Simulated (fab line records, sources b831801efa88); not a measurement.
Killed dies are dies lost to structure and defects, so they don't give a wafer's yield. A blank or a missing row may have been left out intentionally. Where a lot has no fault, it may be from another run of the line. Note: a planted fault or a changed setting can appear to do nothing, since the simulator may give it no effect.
The tool behind it: which one? -- flow gf180mcu -- 13 lots with 39 wafers sampled at 5 steps, on a route of 602 steps

== WHAT THE GAUGES SHOWED, per wafer ==
GF_M5_CD_MEAS_07 targets a cd of 280 nm.
lot,measured,on,cd-nm (nm)
L804,day 26 02:47,cd-sem-01,277.8 277.8 279.3
L805,day 26 11:45,cd-sem-02,279.8 279.4 279.5
L807,day 27 04:55,cd-sem-01,279.4 280.0 278.9
L809,day 27 21:31,cd-sem-02,278.8 277.4 278.6
L811,day 28 13:33,cd-sem-01,281.0 280.0 280.4
L812,day 28 22:26,cd-sem-02,280.0 279.9 281.1
L819,day 30 21:06,cd-sem-01,279.3 279.7 280.3
L821,day 31 09:42,cd-sem-02,280.2 278.8 279.5
L823,day 31 18:12,cd-sem-02,279.6 281.1 280.6
L822,day 31 19:09,cd-sem-01,280.9 281.5 280.9
L824,day 32 01:30,cd-sem-02,280.5 281.0 281.6
L825,day 32 07:33,cd-sem-02,279.3 279.5 279.3
L826,day 32 11:14,cd-sem-01,282.3 282.0 281.5

GF_V5_THK_MEAS_01.
lot,measured,on,V5_CVD_00_THK (nm)
L804,day 26 03:46,film-metro-01,301 303 300
L805,day 26 12:37,film-metro-01,302 301 303
L807,day 27 05:47,film-metro-01,306 303 303
L809,day 27 22:43,film-metro-02,305 302 305
L811,day 28 14:25,film-metro-02,258 256 260
L812,day 28 23:17,film-metro-03,258 260 260
L819,day 30 22:00,film-metro-01,303 295 297
L821,day 31 10:34,film-metro-01,304 303 304
L823,day 31 19:04,film-metro-02,297 298 302
L822,day 31 20:01,film-metro-03,303 301 301
L824,day 32 02:22,film-metro-03,300 294 302
L825,day 32 08:25,film-metro-01,299 301 299
L826,day 32 12:05,film-metro-02,301 302 303

GF_V5_CD_MEAS_14 targets a cd of 260 nm.
lot,measured,on,cd-nm (nm)
L804,day 27 01:07,cd-sem-01,260.2 259.5 260.3
L805,day 27 09:45,cd-sem-01,260.2 260.7 259.2
L807,day 28 01:31,cd-sem-02,259.4 259.4 260.3
L809,day 28 18:10,cd-sem-02,260.7 260.1 259.9
L811,day 29 10:16,cd-sem-01,261.9 260.1 260.7
L812,day 29 19:49,cd-sem-01,259.4 259.7 259.9
L819,day 31 16:03,cd-sem-01,259.5 259.0 258.1
L821,day 32 03:50,cd-sem-02,261.1 261.2 260.8
L823,day 32 12:29,cd-sem-02,261.7 259.4 259.7
L822,day 32 13:15,cd-sem-01,260.9 261.3 260.5
L824,day 32 19:30,cd-sem-02,258.8 258.3 257.9
L825,day 33 01:17,cd-sem-01,260.9 261.7 262.3
L826,day 33 04:37,cd-sem-01,258.1 258.0 257.5

== EACH LOT AND THE TOOL THAT RAN IT (in order: tool; ch and the chambers of the sampled wafers; start) ==
lot,GF_MIM_SPUTTER_07,GF_V5_CVD_00
L804,"pvd-sputter-04, day 24 07:10","hdpcvd-01 ch 0,2, day 26 03:42"
L805,"pvd-sputter-02, day 24 16:44","hdpcvd-01 ch 1,2, day 26 12:35"
L807,"pvd-sputter-03, day 25 11:47","hdpcvd-01 ch 1,2, day 27 05:44"
L809,"pvd-sputter-02, day 26 04:17","hdpcvd-01 ch 0,1,2, day 27 22:40"
L811,"pvd-sputter-04, day 26 21:17","hdpcvd-01 ch 0,2, day 28 14:23"
L812,"pvd-sputter-03, day 27 07:40","hdpcvd-01 ch 0,1,2, day 28 23:14"
L819,"pvd-sputter-04, day 29 08:58","hdpcvd-02 ch 0,1,2, day 30 21:57"
L821,"pvd-sputter-02, day 29 22:00","hdpcvd-02 ch 0,2, day 31 10:32"
L823,"pvd-sputter-03, day 30 06:19","hdpcvd-01 ch 0,1,2, day 31 19:01"
L822,"pvd-sputter-04, day 30 07:58","hdpcvd-01 ch 1,2, day 31 19:58"
L824,"pvd-sputter-03, day 30 14:02","hdpcvd-02 ch 0,1,2, day 32 02:19"
L825,"pvd-sputter-03, day 30 21:04","hdpcvd-02 ch 0,2, day 32 08:23"
L826,"pvd-sputter-02, day 31 01:25","hdpcvd-01 ch 0,1,2, day 32 12:01"
- GF_MIM_SPUTTER_07: material TiN, target thk 60 nm, time 50 s.
- GF_V5_CVD_00: deposits SiO2, target thk 300 nm, time 50 s.

== AS READ BY THE TOOLS THEMSELVES (means over the sampled wafers that have a number; for cases with no such wafer, the mark the record gives instead) ==
GF_MIM_SPUTTER_07.
lot,tool,throttle-valve-pct (%)
L804,pvd-sputter-04,29.4
L805,pvd-sputter-02,29.0
L807,pvd-sputter-03,30.4
L809,pvd-sputter-02,28.7
L811,pvd-sputter-04,29.6
L812,pvd-sputter-03,30.3
L819,pvd-sputter-04,30.1
L821,pvd-sputter-02,29.4
L823,pvd-sputter-03,30.9
L822,pvd-sputter-04,30.6
L824,pvd-sputter-03,30.1
L825,pvd-sputter-03,30.4
L826,pvd-sputter-02,28.5

GF_V5_CVD_00.
lot,tool,sih4-flow-sccm (sccm)
L804,hdpcvd-01,59.95
L805,hdpcvd-01,59.96
L807,hdpcvd-01,59.96
L809,hdpcvd-01,60.00
L811,hdpcvd-01,50.98
L812,hdpcvd-01,50.86
L819,hdpcvd-02,59.72
L821,hdpcvd-02,59.84
L823,hdpcvd-01,59.91
L822,hdpcvd-01,60.03
L824,hdpcvd-02,60.15
L825,hdpcvd-02,59.90
L826,hdpcvd-01,60.09

== THE ANSWER, worked out from the rows above alone ==
Rule: the usual values come from the lots themselves. Put in order of their means at a reading, lots are off if they are a third of the lots or fewer, leave a main group of 4 or more, and stand apart from it by a gap of 3 or more times the standard deviation of the main group's means; of several such gaps the widest counts. The tables above print the reading to a certain number of digits; a main group whose means all agree to those digits is not used. A lot without any number at a reading at which 4 lots or more have one is off too. Any other lot the step has rows for is counted as sound. First the gauges in route order, then the tools' own readings, where a lot's mean is used as printed above. The first step at which some lot is off is used, and at that step the reading that is off furthest; a lot without a number counts as furthest.
Off: L811, L812, at GF_V5_THK_MEAS_01 (V5_CVD_00_THK). The main group: mean 301 nm, standard deviation 2.
If a tool, at a process step before that reading, ran all the lots that are off and no sound lot after the first of them, it fits. The gauges at GF_V5_THK_MEAS_01 aren't tried: what is off there is off at GF_V5_CVD_00 too, on other tools, and a gauge's error can't cause that. None of those tried fits.

== WHAT THE SIMULATOR HAD PUT IN ==
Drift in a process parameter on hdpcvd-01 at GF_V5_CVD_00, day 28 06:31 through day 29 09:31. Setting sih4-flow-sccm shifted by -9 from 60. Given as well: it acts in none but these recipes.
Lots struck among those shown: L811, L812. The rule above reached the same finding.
